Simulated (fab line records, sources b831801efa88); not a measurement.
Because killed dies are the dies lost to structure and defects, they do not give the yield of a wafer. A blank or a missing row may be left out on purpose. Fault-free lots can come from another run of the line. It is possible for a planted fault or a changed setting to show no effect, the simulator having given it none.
Chamber matching / flow gf180mcu / GF_V2_CMP_26 on cmp-01: 4 sister chambers
The step polishes, stops on SiO2, t overpolish 15 s, target thk 0 nm. 8 wafers are shown with their chamber, then 11 later ones without.

EACH WAFER AND ITS CHAMBER
wafer=L086.1; chamber=0; time-to-endpoint-s (s)=93; motor-current-A (A)=10.6
wafer=L086.4; chamber=2; time-to-endpoint-s (s)=82; motor-current-A (A)=10.7
wafer=L087.3; chamber=3; time-to-endpoint-s (s)=92; motor-current-A (A)=10.4
wafer=L087.5; chamber=3; time-to-endpoint-s (s)=87; motor-current-A (A)=10.8
wafer=L088.2; chamber=1; time-to-endpoint-s (s)=84; motor-current-A (A)=10.8
wafer=L088.4; chamber=2; time-to-endpoint-s (s)=84; motor-current-A (A)=11.1
wafer=L088.6; chamber=1; time-to-endpoint-s (s)=84; motor-current-A (A)=10.5
wafer=L090.2; chamber=0; time-to-endpoint-s (s)=90; motor-current-A (A)=10.8

WAFERS WHOSE CHAMBER IS MISSING
wafer=L090.4; time-to-endpoint-s (s)=81; motor-current-A (A)=11.0
wafer=L090.5; time-to-endpoint-s (s)=82; motor-current-A (A)=11.0
wafer=L092.1; time-to-endpoint-s (s)=86; motor-current-A (A)=10.7
wafer=L092.2; time-to-endpoint-s (s)=83; motor-current-A (A)=10.2
wafer=L092.5; time-to-endpoint-s (s)=80; motor-current-A (A)=10.7
wafer=L094.1; time-to-endpoint-s (s)=91; motor-current-A (A)=10.8
wafer=L094.2; time-to-endpoint-s (s)=90; motor-current-A (A)=11.2
wafer=L094.3; time-to-endpoint-s (s)=85; motor-current-A (A)=10.5
wafer=L097.1; time-to-endpoint-s (s)=82; motor-current-A (A)=11.1
wafer=L097.2; time-to-endpoint-s (s)=90; motor-current-A (A)=10.0
wafer=L097.4; time-to-endpoint-s (s)=89; motor-current-A (A)=11.1

WHICH CHAMBER EACH ONE RAN IN
wafer=L090.4; from the rows above=can't be placed: 2 or 1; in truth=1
wafer=L090.5; from the rows above=can't be placed: 2 or 1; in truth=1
wafer=L092.1; from the rows above=can't be placed: 1 or 2 or 3 or 0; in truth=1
wafer=L092.2; from the rows above=can't be placed: 1 or 2 or 3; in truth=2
wafer=L092.5; from the rows above=can't be placed: 2 or 1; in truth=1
wafer=L094.1; from the rows above=can't be placed: 0 or 3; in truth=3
wafer=L094.2; from the rows above=can't be placed: 0 or 3 or 2 or 1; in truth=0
wafer=L094.3; from the rows above=can't be placed: 1 or 2 or 3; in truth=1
wafer=L097.1; from the rows above=can't be placed: 2 or 1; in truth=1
wafer=L097.2; from the rows above=can't be placed: 3 or 0 or 1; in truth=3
wafer=L097.4; from the rows above=can't be placed: 0 or 3 or 2 or 1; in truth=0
Correct placement for 0 of the 11. These rows do not allow placing 11 (true chamber among the candidates in 11). Number placed wrongly: 0.
How it was worked out, from the rows above alone: a wafer's distance from a chamber is the root of the sum, over the readings, of the square of ((its reading less the chamber's mean) divided by the reading's scatter). The wafer belongs to the nearest chamber; if the next one is less than 2 further off, it can't be placed. The mean given for a chamber averages the wafers shown for that chamber. The scatter is the square root of a quotient: the sum, over the shown wafers, of each reading's squared deviation from its chamber's mean, divided by wafers minus chambers.
